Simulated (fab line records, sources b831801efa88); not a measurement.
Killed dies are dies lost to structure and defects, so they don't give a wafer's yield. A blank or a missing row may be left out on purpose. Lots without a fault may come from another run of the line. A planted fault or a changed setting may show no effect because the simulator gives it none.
Split-lot experiment | flow sky130 | 5 lots, 23 wafers read, on a route of 708 steps

THE SPLIT
At SKY_NWELL_IMPLANT_11, the setting dose_cm2 was moved away from the recipe's 1.9e+13 on 6 of the 23 wafers read, by -5.5% to +7.3%. The other wafers ran this setting at the recipe's value.

FROM THE SPLIT TO THE READING: what the file shows between them, 6 steps
- SKY_NWELL_IMPLANT_12
- SKY_NWELL_IMPLANT_13
- SKY_NWELL_STRIP_14: strips in O2/N2
- SKY_NWELL_TW_MEAS_15
- SKY_NWELL_CLEAN_27: cleans in SC1/SC2, time 150 s (also split here: time_s)
- SKY_NWELL_RTA_28: time 30 s

THE READING
NWELL_RS, in ohm/sq, at SKY_NWELL_RS_MEAS_29 (measures by four-point-probe). Fault-free wafers of this fab line usually give 625.7 ohm/sq, standard deviation 1.4 ohm/sq.

wafer  | tool, chamber at the split | dose_cm2 as run | against the recipe | NWELL_RS, ohm/sq | against lot-mates on the recipe
L074.1 | implanter-04, 0            | 1.9e+13         | recipe             | 624.9            | -
L074.2 | implanter-04, 0            | 1.825e+13       | -3.9%              | 637.0            | +12.9
L074.3 | implanter-04, 0            | 1.9e+13         | recipe             | 623.4            | -
L074.5 | implanter-04, 0            | 1.825e+13       | -3.9%              | 638.7            | +14.6
L074.6 | implanter-04, 0            | 1.9e+13         | recipe             | 623.9            | -
L077.1 | implanter-03, 0            | 1.796e+13       | -5.5%              | 644.0            | +16.4
L077.2 | implanter-03, 0            | 1.9e+13         | recipe             | 628.6            | -
L077.3 | implanter-03, 0            | 1.9e+13         | recipe             | 626.4            | -
L077.4 | implanter-03, 0            | 1.796e+13       | -5.5%              | 646.4            | +18.8
L077.5 | implanter-03, 0            | 1.9e+13         | recipe             | 627.7            | -
L079.2 | implanter-01, 0            | 1.9e+13         | recipe             | 627.9            | -
L079.3 | implanter-01, 0            | 1.9e+13         | recipe             | 627.0            | -
L079.4 | implanter-01, 0            | 1.9e+13         | recipe             | 625.5            | -
L079.5 | implanter-01, 0            | 1.9e+13         | recipe             | 625.9            | -
L079.6 | implanter-01, 0            | 1.9e+13         | recipe             | 626.5            | -
L080.1 | implanter-04, 0            | 2.038e+13       | +7.3%              | 602.3            | -22.5
L080.2 | implanter-04, 0            | 1.9e+13         | recipe             | 624.0            | -
L080.3 | implanter-04, 0            | 2.038e+13       | +7.3%              | 603.0            | -21.8
L080.4 | implanter-04, 0            | 1.9e+13         | recipe             | 624.1            | -
L080.5 | implanter-04, 0            | 1.9e+13         | recipe             | 626.2            | -
L082.4 | implanter-03, 0            | 1.9e+13         | recipe             | 626.4            | -
L082.5 | implanter-03, 0            | 1.9e+13         | recipe             | 624.4            | -
L082.6 | implanter-03, 0            | 1.9e+13         | recipe             | 625.9            | -

THE FIT
A straight line over all 23 wafers: NWELL_RS changes by -3.27 ohm/sq for each +1% of dose_cm2; r = -0.99; the points scatter about the line by 1.5 ohm/sq.
The same after taking each lot's own level away (the mean of its wafers on the recipe; 23 wafers): -3.16 ohm/sq for each +1%; r = -0.99; scatter 1 ohm/sq.
On that fit, the largest move of dose_cm2 shifts the reading by 23 ohm/sq.
The lots' own levels span 624.07 to 627.57 ohm/sq, that is 2.5 times the standard deviation above.
So the lot-to-lot level changes the slope little: the two slopes agree.
Check: with one of the wafers moved furthest among these (+7.3%) left out of the fit, the line predicts -22.9 ohm/sq for it against its lot-mates. It came out at -22.5 ohm/sq against them.

OTHER SPLITS ON THESE WAFERS
These wafers also went through other splits before the reading. Each is held against what the fit with the lots' levels taken away leaves over:
other split on the same wafers      | wafers away from the commonest value | r with NWELL_RS (lot level and that fit taken away)
SKY_FIELD_ISO_CVD_03 pressure_mtorr | 10                                   | -0.18
SKY_FIELD_ISO_COAT_08 resist_thk_nm | 12                                   | -0.23
SKY_FIELD_ISO_WET_ETCH_28 time_s    | 18                                   | +0.18
SKY_DNWELL_SOFTBAKE_03 temp_c       | 12                                   | -0.14
SKY_PWDE_COAT_02 resist_thk_nm      | 9                                    | +0.15
SKY_NWELL_CLEAN_27 time_s           | 18                                   | -0.02

THE WHOLE CHAIN: every reading that the file lists as answering this split, in the file's order
step                 | what it does                 | reading  | change (the file's fit)           | r (the file's)
SKY_NWELL_TW_MEAS_15 |                              | NWELL_TW | +5.3 for each +1% of the setting  | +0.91
SKY_NWELL_RS_MEAS_29 | measures by four-point-probe | NWELL_RS | -3.16 for each +1% of the setting | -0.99

THE FILE'S OWN FIT
NWELL_RS changes by -3.16 ohm/sq for each +1% of dose_cm2, r = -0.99.
